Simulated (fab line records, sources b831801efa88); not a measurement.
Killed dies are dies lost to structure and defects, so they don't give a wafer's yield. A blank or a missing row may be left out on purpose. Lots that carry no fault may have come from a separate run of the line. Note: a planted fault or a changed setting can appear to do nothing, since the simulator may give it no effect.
Which tool did it? / flow sky130 / Sampling: 13 lots, 39 wafers, 3 of 708 route steps

== WHAT THE GAUGES SHOWED, per wafer ==
SKY_FIELD_ISO_THK_MEAS_04.
lot=L673; measured=day 1 13:29; on=film metro-02; FIELD_ISO_CVD_03_THK (nm)=173.9 172.7 174.2
lot=L674; measured=day 1 19:26; on=film metro-02; FIELD_ISO_CVD_03_THK (nm)=176.1 174.9 175.2
lot=L678; measured=day 2 14:29; on=film metro-03; FIELD_ISO_CVD_03_THK (nm)=171.8 173.6 173.0
lot=L681; measured=day 3 06:44; on=film metro-03; FIELD_ISO_CVD_03_THK (nm)=176.9 175.7 174.2
lot=L683; measured=day 3 15:29; on=film metro-03; FIELD_ISO_CVD_03_THK (nm)=172.1 173.2 173.2
lot=L687; measured=day 4 11:56; on=film metro-02; FIELD_ISO_CVD_03_THK (nm)=177.4 177.9 178.1
lot=L688; measured=day 4 20:41; on=film metro-02; FIELD_ISO_CVD_03_THK (nm)=173.5 173.1 173.6
lot=L689; measured=day 4 22:35; on=film metro-02; FIELD_ISO_CVD_03_THK (nm)=177.2 175.2 176.0
lot=L691; measured=day 5 10:59; on=film metro-01; FIELD_ISO_CVD_03_THK (nm)=173.5 174.4 174.4
lot=L693; measured=day 5 21:02; on=film metro-02; FIELD_ISO_CVD_03_THK (nm)=174.9 176.9 175.5
lot=L694; measured=day 5 22:59; on=film metro-03; FIELD_ISO_CVD_03_THK (nm)=173.9 174.3 172.0
lot=L695; measured=day 6 05:14; on=film metro-03; FIELD_ISO_CVD_03_THK (nm)=173.4 173.1 173.1
lot=L696; measured=day 6 09:14; on=film metro-01; FIELD_ISO_CVD_03_THK (nm)=174.4 174.0 171.3

SKY_DNWELL_TW_MEAS_09.
lot=L673; measured=day 3 00:38; on=film metro-03; DNWELL_TW=1119 1117 1117
lot=L674; measured=day 3 08:23; on=film metro-01; DNWELL_TW=1107 1102 1111
lot=L678; measured=day 4 06:31; on=film metro-01; DNWELL_TW=1123 1118 1119
lot=L681; measured=day 4 21:52; on=film metro-04; DNWELL_TW=1112 1112 1116
lot=L683; measured=day 5 10:25; on=film metro-04; DNWELL_TW=1112 1106 1113
lot=L687; measured=day 6 10:21; on=film metro-01; DNWELL_TW=1126 1123 1126
lot=L688; measured=day 6 16:52; on=film metro-01; DNWELL_TW=1117 1118 1119
lot=L689; measured=day 6 17:22; on=film metro-03; DNWELL_TW=1108 1111 1111
lot=L691; measured=day 7 06:16; on=film metro-01; DNWELL_TW=1111 1107 1112
lot=L693; measured=day 7 19:28; on=film metro-04; DNWELL_TW=1098 1106 1099
lot=L694; measured=day 7 22:29; on=film metro-03; DNWELL_TW=1117 1111 1119
lot=L695; measured=day 8 07:50; on=film metro-03; DNWELL_TW=1115 1111 1106
lot=L696; measured=day 8 10:08; on=film metro-01; DNWELL_TW=1118 1122 1120

SKY_PWDE_TW_MEAS_10.
lot=L673; measured=day 3 15:40; on=film metro-03; PWDE_TW=377.0 374.1 374.0
lot=L674; measured=day 3 23:49; on=film metro-01; PWDE_TW=374.1 372.2 375.3
lot=L678; measured=day 4 23:33; on=film metro-01; PWDE_TW=376.4 376.1 375.2
lot=L681; measured=day 5 15:21; on=film metro-04; PWDE_TW=376.5 376.1 374.8
lot=L683; measured=day 6 04:19; on=film metro-04; PWDE_TW=374.4 374.7 370.8
lot=L687; measured=day 7 04:57; on=film metro-04; PWDE_TW=372.7 372.9 373.0
lot=L688; measured=day 7 12:22; on=film metro-01; PWDE_TW=372.2 373.8 373.0
lot=L689; measured=day 7 12:42; on=film metro-04; PWDE_TW=371.8 372.4 373.1
lot=L691; measured=day 8 02:48; on=film metro-03; PWDE_TW=372.5 373.3 372.5
lot=L693; measured=day 8 16:00; on=film metro-04; PWDE_TW=374.6 375.7 376.5
lot=L694; measured=day 8 18:43; on=film metro-03; PWDE_TW=372.1 373.0 373.1
lot=L695; measured=day 9 04:43; on=film metro-01; PWDE_TW=374.7 375.5 375.3
lot=L696; measured=day 9 07:07; on=film metro-03; PWDE_TW=372.2 373.4 373.4

== TOOL THAT RAN EACH LOT (tool first, then ch and the chambers of the sampled wafers, then the start) ==
There is no process step in the record ahead of these readings.

== WHAT THE TOOLS THEMSELVES READ (means of the sampled wafers that have a number; where no wafer has one, the mark that the record gives instead) ==
The record holds no such reading with a usual standard deviation.

== THE ANSWER, worked out from the rows above alone ==
Rule: what is usual is taken from the lots themselves. The widest of any qualifying gaps counts: lots, ordered by their means at a reading, are off when they make up no more than a third of the lots, leave a main group of 4 or more, and stand apart from it by 3 or more times the standard deviation of that group's means. The tables above print the reading to a certain number of digits; a main group whose means all agree to those digits is not used. A lot without any number at a reading at which 4 lots or more have one is off too. Any other lot the step has rows for is counted as sound. First the gauges in route order, then the tools' own readings, where a lot's mean is used as printed above. The first step at which some lot is off is used, and at that step the reading that is off furthest; a lot without a number counts as furthest.
No lot is off at any reading shown: from this, nothing can be told.

== WHAT WAS PUT IN BY THE SIMULATOR ==
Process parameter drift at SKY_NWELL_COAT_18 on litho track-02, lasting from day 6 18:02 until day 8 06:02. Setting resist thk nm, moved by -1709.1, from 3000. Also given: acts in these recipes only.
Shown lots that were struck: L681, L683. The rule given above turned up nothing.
